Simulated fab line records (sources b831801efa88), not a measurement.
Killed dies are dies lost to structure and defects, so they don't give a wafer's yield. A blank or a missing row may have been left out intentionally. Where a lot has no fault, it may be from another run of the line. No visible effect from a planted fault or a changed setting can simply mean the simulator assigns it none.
The tool behind it: which one? || flow sky130 || 10 lots with 30 wafers sampled at 3 steps, on a route of 708 steps

WHAT THE GAUGES READ, wafer by wafer
SKY_VIA1_RS_MEAS_22: uses a four-point probe to measure.
{"lot": "L794", "measured": "day 34 08:58", "on": "film-metro-02", "VIA1_W_RS (ohm/sq)": "0.425 0.426 0.428"}
{"lot": "L796", "measured": "day 34 18:55", "on": "film-metro-01", "VIA1_W_RS (ohm/sq)": "0.433 0.426 0.436"}
{"lot": "L797", "measured": "day 35 01:46", "on": "film-metro-02", "VIA1_W_RS (ohm/sq)": "0.431 0.431 0.431"}
{"lot": "L798", "measured": "day 35 13:46", "on": "film-metro-01", "VIA1_W_RS (ohm/sq)": "0.433 0.436 0.431"}
{"lot": "L799", "measured": "day 35 20:37", "on": "film-metro-01", "VIA1_W_RS (ohm/sq)": "0.427 0.433 0.427"}
{"lot": "L807", "measured": "day 38 07:34", "on": "film-metro-03", "VIA1_W_RS (ohm/sq)": "0.399 0.405 0.401"}
{"lot": "L808", "measured": "day 38 16:34", "on": "film-metro-02", "VIA1_W_RS (ohm/sq)": "0.399 0.401 0.400"}
{"lot": "L809", "measured": "day 38 20:26", "on": "film-metro-01", "VIA1_W_RS (ohm/sq)": "0.399 0.400 0.399"}
{"lot": "L814", "measured": "day 40 09:37", "on": "film-metro-01", "VIA1_W_RS (ohm/sq)": "0.422 0.423 0.422"}
{"lot": "L815", "measured": "day 40 14:37", "on": "film-metro-01", "VIA1_W_RS (ohm/sq)": "0.425 0.419 0.422"}

WHAT TOOL EACH LOT RAN ON (gives the tool, then ch and the chambers of the sampled wafers, and finally the start)
{"lot": "L794", "SKY_METAL1_ETCH_18": "rie-metal-02 ch 1, day 33 03:26", "SKY_VIA1_CVD_21": "cvd-w-01 ch 0, day 34 08:52"}
{"lot": "L796", "SKY_METAL1_ETCH_18": "rie-metal-03 ch 0,1, day 33 13:48", "SKY_VIA1_CVD_21": "cvd-w-02 ch 0,1, day 34 18:49"}
{"lot": "L797", "SKY_METAL1_ETCH_18": "rie-metal-03 ch 0,1, day 33 21:03", "SKY_VIA1_CVD_21": "cvd-w-01 ch 0,1, day 35 01:40"}
{"lot": "L798", "SKY_METAL1_ETCH_18": "rie-metal-03 ch 0,1, day 34 09:08", "SKY_VIA1_CVD_21": "cvd-w-01 ch 0,1, day 35 13:40"}
{"lot": "L799", "SKY_METAL1_ETCH_18": "rie-metal-04 ch 0,1, day 34 15:30", "SKY_VIA1_CVD_21": "cvd-w-02 ch 0, day 35 20:30"}
{"lot": "L807", "SKY_METAL1_ETCH_18": "rie-metal-03 ch 0,1, day 37 03:04", "SKY_VIA1_CVD_21": "cvd-w-01 ch 0,1, day 38 07:27"}
{"lot": "L808", "SKY_METAL1_ETCH_18": "rie-metal-03 ch 0,1, day 37 12:38", "SKY_VIA1_CVD_21": "cvd-w-01 ch 0,1, day 38 16:27"}
{"lot": "L809", "SKY_METAL1_ETCH_18": "rie-metal-02 ch 1, day 37 16:36", "SKY_VIA1_CVD_21": "cvd-w-01 ch 1, day 38 20:20"}
{"lot": "L814", "SKY_METAL1_ETCH_18": "rie-metal-03 ch 0,1, day 39 06:59", "SKY_VIA1_CVD_21": "cvd-w-02 ch 0,1, day 40 09:31"}
{"lot": "L815", "SKY_METAL1_ETCH_18": "rie-metal-04 ch 0,1, day 39 12:10", "SKY_VIA1_CVD_21": "cvd-w-02 ch 0,1, day 40 14:30"}
- SKY_METAL1_ETCH_18: etches BARC in N2/H2, stops on SiO2, time 45.9 s, target depth 60 nm.
- SKY_VIA1_CVD_21: deposits W, target thk 270 nm, time 80.902 s.

THE ANSWER, worked out from the rows above alone
Rule: the lots themselves supply what counts as usual. The widest of any qualifying gaps counts: lots, ordered by their means at a reading, are off when they make up no more than a third of the lots, leave a main group of 4 or more, and stand apart from it by 3 or more times the standard deviation of that group's means. A main group whose means are all the same, to the digits that the tables above print for the reading, isn't used. A lot without any number at a reading at which 4 lots or more have one is off too. Where the step has rows for the other lots, those lots are counted as sound.
Off: L807, L808, L809, at SKY_VIA1_RS_MEAS_22 (VIA1_W_RS). Mean 0.428 ohm/sq and standard deviation 0.0042 in the main group.
A tool fits if, at a process step before that reading, it ran every lot that is off, and no sound lot after the first of them. The gauges at SKY_VIA1_RS_MEAS_22 are tried like those tools. One fits: SKY_VIA1_CVD_21 on cvd-w-01. Its last sound lot is L798 (day 35 13:40), its first lot that is off L807 (day 38 07:27): a fault that began between those two fits.

WHAT THE SIMULATOR PUT IN
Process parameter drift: cvd-w-01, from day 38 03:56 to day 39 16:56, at SKY_VIA1_CVD_21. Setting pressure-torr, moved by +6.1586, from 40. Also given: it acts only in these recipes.
Lots struck among those shown: L807, L808, L809. This agrees with what the rule above found.
